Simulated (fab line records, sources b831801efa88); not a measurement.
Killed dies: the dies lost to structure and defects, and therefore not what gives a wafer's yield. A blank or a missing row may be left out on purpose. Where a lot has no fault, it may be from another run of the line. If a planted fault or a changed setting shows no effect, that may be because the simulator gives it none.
Matching of chambers | flow sky130 | 4 sister chambers for SKY_CONTACT_CMP_27 on cmp-02
The step polishes, stops on SiO2, t overpolish 15 s, target thk 0 nm. 27 wafers are shown with their chamber, then 12 later ones without.

== WAFERS WITH THEIR CHAMBER ==
wafer  | chamber | motor-current-A (A) | time-to-endpoint-s (s) | overpolish-run-s (s)
L075.2 | 2       | 11.8                | 78.2                   | 14.975
L075.5 | 2       | 12.3                | 79.8                   | 14.996
L075.6 | 1       | 10.7                | 80.0                   | 15.011
L078.2 | 1       | 10.4                | 81.6                   | 15.009
L078.4 | 2       | 12.8                | 85.6                   | 15.001
L078.6 | 2       | 12.4                | 80.3                   | 14.990
L082.1 | 2       | 12.3                | 84.9                   | 14.992
L082.4 | 0       | 11.3                | 89.0                   | 15.014
L082.6 | 3       | 11.3                | 89.7                   | 14.996
L083.4 | 1       | 10.4                | 84.1                   | 15.007
L083.5 | 1       | 10.8                | 83.6                   | 14.993
L083.6 | 0       | 10.9                | 82.4                   | 14.994
L084.2 | 1       | 10.9                | 81.6                   | 14.983
L084.5 | 3       | 11.5                | 82.9                   | 14.993
L084.6 | 0       | 10.8                | 78.8                   | 15.017
L085.1 | 0       | 10.5                | 82.1                   | 15.000
L085.2 | 2       | 11.8                | 81.4                   | 15.013
L085.6 | 1       | 11.0                | 82.7                   | 15.001
L087.2 | 1       | 11.7                | 79.0                   | 14.999
L087.4 | 3       | 11.2                | 84.3                   | 15.000
L087.5 | 2       | 12.2                | 80.3                   | 14.999
L089.1 | 3       | 11.0                | 84.4                   | 14.993
L089.2 | 1       | 10.8                | 80.6                   | 14.994
L089.6 | 1       | 11.0                | 78.5                   | 14.985
L091.1 | 0       | 11.2                | 79.4                   | 15.001
L091.3 | 3       | 11.2                | 82.6                   | 15.011
L091.4 | 2       | 12.4                | 76.5                   | 14.993

SIGNATURES, as means of the wafers listed above
reading            | chamber 0 | chamber 1 | chamber 2 | chamber 3 | scatter within a chamber
motor-current-A    | 10.940    | 10.856    | 12.250    | 11.240    | 0.33
time-to-endpoint-s | 82.340    | 81.300    | 80.875    | 84.780    | 2.92
overpolish-run-s   | 15.00520  | 14.99800  | 14.99488  | 14.99860  | 0.00988
Rule: for each reading, subtract the chamber's mean from the wafer's reading, divide by that reading's scatter and square the result; add these up over the readings and take the root, which gives the wafer's distance from the chamber. The wafer belongs to the nearest chamber; if the next one is less than 2 further off, it can't be placed. The scatter: take each reading less its chamber's mean, square it, sum over the shown wafers, divide by the number of wafers less the number of chambers, and take the root.

== WAFERS WITH NO CHAMBER GIVEN ==
wafer  | motor-current-A (A) | time-to-endpoint-s (s) | overpolish-run-s (s)
L093.1 | 10.7                | 81.9                   | 15.003
L093.3 | 13.2                | 80.2                   | 15.005
L093.5 | 10.9                | 81.5                   | 15.002
L095.3 | 12.1                | 81.8                   | 15.003
L095.4 | 11.7                | 83.2                   | 14.999
L095.5 | 10.8                | 81.4                   | 14.987
L096.2 | 11.8                | 82.5                   | 14.994
L096.3 | 11.3                | 82.2                   | 15.013
L096.4 | 10.9                | 83.4                   | 15.000
L097.1 | 10.8                | 83.8                   | 14.997
L097.3 | 12.7                | 81.7                   | 14.987
L097.5 | 12.5                | 82.8                   | 14.994

== WHICH CHAMBER EACH WENT THROUGH ==
wafer  | from the rows above               | in truth
L093.1 | can't be placed: 1 or 0 or 3      | 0
L093.3 | 2                                 | 2
L093.5 | can't be placed: 1 or 0 or 3      | 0
L095.3 | can't be placed: 2 or 3           | 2
L095.4 | can't be placed: 3 or 2 or 0 or 1 | 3
L095.5 | can't be placed: 1 or 0 or 3      | 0
L096.2 | can't be placed: 2 or 3 or 0 or 1 | 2
L096.3 | can't be placed: 0 or 3 or 1      | 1
L096.4 | can't be placed: 0 or 1 or 3      | 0
L097.1 | can't be placed: 1 or 0 or 3      | 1
L097.3 | 2                                 | 2
L097.5 | 2                                 | 2
Correct placement for 3 of the 12. These rows do not allow placing 9 (true chamber among the candidates in 9). Number placed wrongly: 0.
